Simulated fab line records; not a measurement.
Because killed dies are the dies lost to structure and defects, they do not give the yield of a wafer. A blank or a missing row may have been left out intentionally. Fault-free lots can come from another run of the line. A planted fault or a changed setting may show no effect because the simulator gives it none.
What tool caused it? :: flow sky130 :: Sampling: 6 lots, 17 wafers, 4 of 708 route steps

## WHAT THE GAUGES SHOWED, per wafer
SKY_VIA2_RS_MEAS_22: uses a four-point probe to measure.
lot: L761
measured: day 36 20:14
on: film metro-04
VIA2_W_RS (ohm/sq): 0.2884 0.2909 0.2854

lot: L764
measured: day 37 23:19
on: film metro-04
VIA2_W_RS (ohm/sq): 0.2881 0.2912 0.2893

lot: L766
measured: day 38 18:41
on: film metro-04
VIA2_W_RS (ohm/sq): 0.2844 0.2837 0.2877

lot: L770
measured: day 39 18:45
on: film metro-02
VIA2_W_RS (ohm/sq): 0.2864 0.2861

lot: L779
measured: day 42 08:36
on: film metro-04
VIA2_W_RS (ohm/sq): 0.2887 0.2854 0.2879

lot: L782
measured: day 44 06:49
on: film metro-01
VIA2_W_RS (ohm/sq): 0.2819 0.2853 0.2832

## WHAT TOOL EACH LOT RAN ON (gives the tool, then ch and the chambers of the sampled wafers, and finally the start)
lot: L761
SKY_METAL2_SPUTTER_01: pvd sputter-02, day 34 12:53
SKY_METAL2_DESCUM_17: rie metal-03 ch 0,1, day 35 16:10
SKY_VIA2_ETCH_14: rie diel-03 ch 2,3, day 36 19:17

lot: L764
SKY_METAL2_SPUTTER_01: pvd sputter-04, day 35 17:05
SKY_METAL2_DESCUM_17: rie metal-04 ch 0,1, day 36 19:19
SKY_VIA2_ETCH_14: rie diel-04 ch 1,2, day 37 22:22

lot: L766
SKY_METAL2_SPUTTER_01: pvd sputter-04, day 36 13:19
SKY_METAL2_DESCUM_17: rie metal-03 ch 0,1, day 37 15:05
SKY_VIA2_ETCH_14: rie diel-03 ch 0,2,3, day 38 17:44

lot: L770
SKY_METAL2_SPUTTER_01: pvd sputter-02, day 37 13:43
SKY_METAL2_DESCUM_17: rie metal-04 ch 1, day 38 15:16
SKY_VIA2_ETCH_14: rie diel-03 ch 1,2, day 39 17:47

lot: L779
SKY_METAL2_SPUTTER_01: pvd sputter-01, day 39 23:46
SKY_METAL2_DESCUM_17: rie metal-02 ch 0, day 40 23:35
SKY_VIA2_ETCH_14: rie diel-04 ch 0,2,3, day 42 07:41

lot: L782
SKY_METAL2_SPUTTER_01: pvd sputter-04, day 42 06:10
SKY_METAL2_DESCUM_17: rie metal-02 ch 0,1, day 43 05:25
SKY_VIA2_ETCH_14: rie diel-03 ch 0,2, day 44 05:55
- SKY_METAL2_SPUTTER_01: material TiN, target thk 20 nm, time 16.7 s.
- SKY_METAL2_DESCUM_17: chemistry O2, time 8 s.
- SKY_VIA2_ETCH_14: etches BARC in N2/H2, stops on SiO2, time 45.9 s, target depth 60 nm.

## THE ANSWER, worked out from the rows above alone
Rule: what is usual is taken from the lots themselves. The widest of any qualifying gaps counts: lots, ordered by their means at a reading, are off when they make up no more than a third of the lots, leave a main group of 4 or more, and stand apart from it by 3 or more times the standard deviation of that group's means. A main group whose means are all the same, to the digits that the tables above print for the reading, isn't used. Also off: a lot with no number at a reading for which 4 or more lots have one. Any other lot the step has rows for is counted as sound.
No lot is off on any of the readings shown, so nothing can be concluded from this.

## WHAT THE SIMULATOR PUT IN
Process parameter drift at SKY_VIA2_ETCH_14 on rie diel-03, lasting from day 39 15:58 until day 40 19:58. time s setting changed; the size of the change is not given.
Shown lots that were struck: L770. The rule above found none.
